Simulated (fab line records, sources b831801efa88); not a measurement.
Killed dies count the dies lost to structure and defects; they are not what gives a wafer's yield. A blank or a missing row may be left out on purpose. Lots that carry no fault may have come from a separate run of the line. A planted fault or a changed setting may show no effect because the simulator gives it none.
Check for tools in common | flow sky130 | Sampled: 11 lots, 33 wafers

== REASON FOR OPENING ==
At SKY_SONOS_TUNNEL_CD_MEAS_07 the reading cd_nm is flagged on 2 of 11 lots. No-fault wafers: 409.9 nm, standard deviation 2.1.
Rule: a lot gets a flag if all its wafers with a number sit over 4 standard deviations from that mean, or if no wafer of it has a number. All remaining lots are regarded as sound.

lot  | measured     | on        | cd_nm (nm), wafer by wafer | flag
L674 | day 12 07:03 | cd_sem-01 | 410.7 409.4 409.6          |
L675 | day 13 01:22 | cd_sem-01 | 409.5 408.8 408.3          |
L678 | day 13 11:28 | cd_sem-01 | 413.1 414.4 411.5          |
L679 | day 14 06:25 | cd_sem-01 | 409.6 410.1 411.2          |
L682 | day 14 12:20 | cd_sem-02 | 409.3 409.4 409.5          |
L683 | day 15 16:26 | cd_sem-02 | 407.5 405.5 405.3          |
L684 | day 15 16:31 | cd_sem-01 | 412.9 409.9 410.5          |
L685 | day 15 18:44 | cd_sem-01 | 406.6 410.9 409.9          |
L688 | day 16 22:44 | cd_sem-02 | 330.9 328.7 328.5          | FLAGGED
L690 | day 18 00:19 | cd_sem-01 | 347.9 348.3 346.6          | FLAGGED
L694 | day 19 14:15 | cd_sem-01 | 413.7 415.0 411.5          |
Average over the flagged lots: 338.5 nm; offset from the usual -71.4 nm, equal to -34 standard deviations.

== EACH LOT AND THE TOOL IT RAN ON ==
The record keeps 1 process step preceding the reading, out of 708 steps on the route. In each cell: the tool, then ch and the chambers that the sampled wafers went through, then the start.
lot  | flag    | SKY_SONOS_TUNNEL_EXPOSE_04
L674 |         | iline_stepper-02 ch 0, day 11 19:17
L675 |         | iline_stepper-01 ch 0, day 12 13:35
L678 |         | iline_stepper-01 ch 0, day 12 22:31
L679 |         | iline_stepper-01 ch 0, day 13 17:23
L682 |         | iline_stepper-02 ch 0, day 13 22:50
L683 |         | iline_stepper-01 ch 0, day 15 02:34
L684 |         | iline_stepper-01 ch 0, day 15 02:55
L685 |         | iline_stepper-02 ch 0, day 15 04:33
L688 | FLAGGED | iline_stepper-01 ch 0, day 16 08:29
L690 | FLAGGED | iline_stepper-01 ch 0, day 17 09:58
L694 |         | iline_stepper-02 ch 0, day 18 22:48
What the steps here do:
- SKY_SONOS_TUNNEL_EXPOSE_04: exposes mask TUNM, target cd 410 nm.
- SKY_SONOS_TUNNEL_CD_MEAS_07: target cd 410 nm.

== FLAGGED AGAINST TOTAL, ONE TOOL AT A TIME (gauges that did the reading follow at the end) ==
step                        | tool             | lots run | flagged | share of the flagged lots | sound lots run after its first flagged lot
SKY_SONOS_TUNNEL_EXPOSE_04  | iline_stepper-01 | 7        | 2       | all                       | 0
SKY_SONOS_TUNNEL_EXPOSE_04  | iline_stepper-02 | 4        | 0       | none                      | -
SKY_SONOS_TUNNEL_CD_MEAS_07 | cd_sem-01        | 8        | 1       | some                      | 1 (L694)
SKY_SONOS_TUNNEL_CD_MEAS_07 | cd_sem-02        | 3        | 1       | some                      | 0

== WHAT THE TABLE PERMITS ==
Rows of the table that ran each flagged lot: 1, that is iline_stepper-01 at SKY_SONOS_TUNNEL_EXPOSE_04.
- iline_stepper-01 at SKY_SONOS_TUNNEL_EXPOSE_04: 2 of its 7 lots flagged. A fault beginning between L684 (day 15 02:55), its last sound lot, and L688 (day 16 08:29), its first flagged one, fits the data. Its own readings lie more than 4 standard deviations out on every wafer of the flagged lots: exposure_dose_mJ_cm2.
iline_stepper-01 at SKY_SONOS_TUNNEL_EXPOSE_04 is the single tool remaining.

== WHAT THE SIMULATOR HAD INSERTED ==
Drift in process parameters on iline_stepper-01 at SKY_SONOS_TUNNEL_EXPOSE_04, starting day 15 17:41. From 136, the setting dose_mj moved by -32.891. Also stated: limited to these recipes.
Shown lots that were struck: L688, L690. Same finding as the rule above.
